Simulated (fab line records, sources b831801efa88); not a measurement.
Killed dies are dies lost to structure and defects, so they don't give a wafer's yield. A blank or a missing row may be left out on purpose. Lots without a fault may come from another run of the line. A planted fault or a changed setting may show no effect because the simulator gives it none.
Which tool did it? | flow sfq_line | 13 lots, 39 wafers sampled, at 2 steps of a route of 325

WHAT THE GAUGES READ, wafer by wafer
SFQ_M1_RS_MEAS_909: measures by four-point-probe.
lot  | measured     | on            | M1_NB_RS (ohm/sq)
L526 | day 17 14:52 | film_metro-02 | 0.892 0.906 0.910
L527 | day 18 02:52 | film_metro-02 | 0.880 0.884 0.877
L528 | day 18 07:40 | film_metro-02 | 0.891 0.891 0.907
L529 | day 18 09:23 | film_metro-01 | 0.885 0.888 0.889
L530 | day 18 14:16 | film_metro-02 | 0.893 0.882 0.889
L531 | day 19 15:28 | film_metro-02 | 0.881 0.896 0.884
L536 | day 21 14:27 | film_metro-02 | 0.879 0.878 0.877
L538 | day 22 02:25 | film_metro-02 | 0.885 0.904 0.722
L542 | day 23 08:53 | film_metro-02 | 0.898 0.898 0.917
L544 | day 24 10:07 | film_metro-03 | 0.885 0.900 0.886
L545 | day 24 12:31 | film_metro-02 | 0.885 0.886 0.901
L546 | day 24 16:07 | film_metro-03 | 0.872 0.891 0.884
L548 | day 24 22:05 | film_metro-03 | 0.916 0.899 0.902

WHICH TOOL RAN EACH LOT (tool, then ch and the chambers of the sampled wafers, then the start)
lot  | SFQ_TRILAYER_M1_DEP_SPUTTER_037
L526 | pvd_sputter-06, day 17 14:47
L527 | pvd_sputter-06, day 18 02:47
L528 | pvd_sputter-05, day 18 07:35
L529 | pvd_sputter-03, day 18 09:15
L530 | pvd_sputter-03, day 18 14:11
L531 | pvd_sputter-03, day 19 15:23
L536 | pvd_sputter-03, day 21 14:19
L538 | pvd_sputter-06, day 22 02:19
L542 | pvd_sputter-05, day 23 08:48
L544 | pvd_sputter-05, day 24 10:00
L545 | pvd_sputter-05, day 24 12:25
L546 | pvd_sputter-05, day 24 16:00
L548 | pvd_sputter-05, day 24 22:00
- SFQ_TRILAYER_M1_DEP_SPUTTER_037: material Nb, target thk 200 nm, time 133.3 s.

WHAT THE TOOLS THEMSELVES READ (means of the sampled wafers that have a number; where no wafer has one, the mark that the record gives instead)
SFQ_TRILAYER_M1_DEP_SPUTTER_037.
lot  | tool           | throttle_valve_pct (%)
L526 | pvd_sputter-06 | 30.9
L527 | pvd_sputter-06 | 31.1
L528 | pvd_sputter-05 | 30.1
L529 | pvd_sputter-03 | 30.3
L530 | pvd_sputter-03 | 30.4
L531 | pvd_sputter-03 | 30.4
L536 | pvd_sputter-03 | 29.9
L538 | pvd_sputter-06 | 30.8
L542 | pvd_sputter-05 | 30.4
L544 | pvd_sputter-05 | 30.0
L545 | pvd_sputter-05 | 30.4
L546 | pvd_sputter-05 | 30.1
L548 | pvd_sputter-05 | 30.5

THE ANSWER, worked out from the rows above alone
Rule: what is usual is taken from the lots themselves. Put in order of their means at a reading, lots are off if they are a third of the lots or fewer, leave a main group of 4 or more, and stand apart from it by a gap of 3 or more times the standard deviation of the main group's means; of several such gaps the widest counts. A main group whose means are all the same, to the digits that the tables above print for the reading, isn't used. A lot without any number at a reading at which 4 lots or more have one is off too. The other lots that the step has rows for count as sound. The gauges are gone through in route order, then the tools' own readings, and for those a lot's mean is taken as printed above. The first step at which some lot is off is used, and at that step the reading that is off furthest; a lot without a number counts as furthest.
Off: L538, at SFQ_M1_RS_MEAS_909 (M1_NB_RS). The main group: mean 0.891 ohm/sq, standard deviation 0.0089.
A tool fits if, at a process step before that reading, it ran every lot that is off, and no sound lot after the first of them. The gauges at SFQ_M1_RS_MEAS_909 are tried like those tools. One fits: pvd_sputter-06 at SFQ_TRILAYER_M1_DEP_SPUTTER_037. Its last sound lot is L527 (day 18 02:47), its first lot that is off L538 (day 22 02:19): a fault that began between those two fits.

WHAT THE SIMULATOR HAD PUT IN
Process parameter drift: pvd_sputter-06, from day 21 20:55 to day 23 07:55, at SFQ_TRILAYER_M1_DEP_SPUTTER_037. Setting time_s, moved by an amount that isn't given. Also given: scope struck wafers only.
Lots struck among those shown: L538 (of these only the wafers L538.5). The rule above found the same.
